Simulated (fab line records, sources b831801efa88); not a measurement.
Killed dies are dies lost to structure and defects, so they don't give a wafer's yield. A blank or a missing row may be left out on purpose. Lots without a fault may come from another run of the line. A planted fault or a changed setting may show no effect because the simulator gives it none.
Chamber matching | flow sky130 | SKY_VIA4_CMP_21 on cmp-02: 4 sister chambers
The step polishes, stops on SiO2, t overpolish 25 s, target thk 0 nm. 8 wafers are shown with their chamber, then 11 later ones without.

WAFERS WITH THEIR CHAMBER
wafer  | chamber | motor_current_A (A) | time_to_endpoint_s (s)
L077.5 | 3       | 9.3                 | 125
L080.3 | 3       | 8.9                 | 124
L084.4 | 1       | 10.9                | 121
L084.5 | 0       | 12.2                | 113
L085.1 | 0       | 12.3                | 107
L085.4 | 2       | 10.1                | 115
L085.5 | 1       | 10.3                | 119
L087.1 | 2       | 10.2                | 123

WAFERS WITHOUT THEIR CHAMBER
wafer  | motor_current_A (A) | time_to_endpoint_s (s)
L087.4 | 11.5                | 115
L087.5 | 11.6                | 114
L091.1 | 9.7                 | 124
L091.2 | 9.7                 | 130
L091.5 | 11.9                | 115
L094.1 | 10.7                | 125
L094.2 | 11.6                | 111
L094.6 | 11.7                | 119
L097.3 | 9.9                 | 121
L097.4 | 10.6                | 115
L097.5 | 10.7                | 120

WHICH CHAMBER EACH WENT THROUGH
wafer  | from the rows above          | in truth
L087.4 | can't be placed: 0 or 1      | 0
L087.5 | can't be placed: 0 or 1      | 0
L091.1 | can't be placed: 2 or 3 or 1 | 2
L091.2 | can't be placed: 3 or 2 or 1 | 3
L091.5 | 0                            | 0
L094.1 | can't be placed: 1 or 2      | 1
L094.2 | 0                            | 0
L094.6 | can't be placed: 0 or 1      | 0
L097.3 | can't be placed: 2 or 1      | 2
L097.4 | can't be placed: 1 or 2      | 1
L097.5 | can't be placed: 1 or 2      | 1
Placed correctly: 2 of 11. Can't be placed from these rows: 9 (the true chamber is among the candidates in 9). Placed wrongly: 0.
How it was worked out, from the rows above alone: a wafer's distance from a chamber is the root of the sum, over the readings, of the square of ((its reading less the chamber's mean) divided by the reading's scatter). The wafer belongs to the nearest chamber; if the next one is less than 2 further off, it can't be placed. A chamber's mean is the mean of its shown wafers. The scatter: the root of (the sum of the squares of (reading less its chamber's mean) over the shown wafers, divided by (wafers less chambers)).
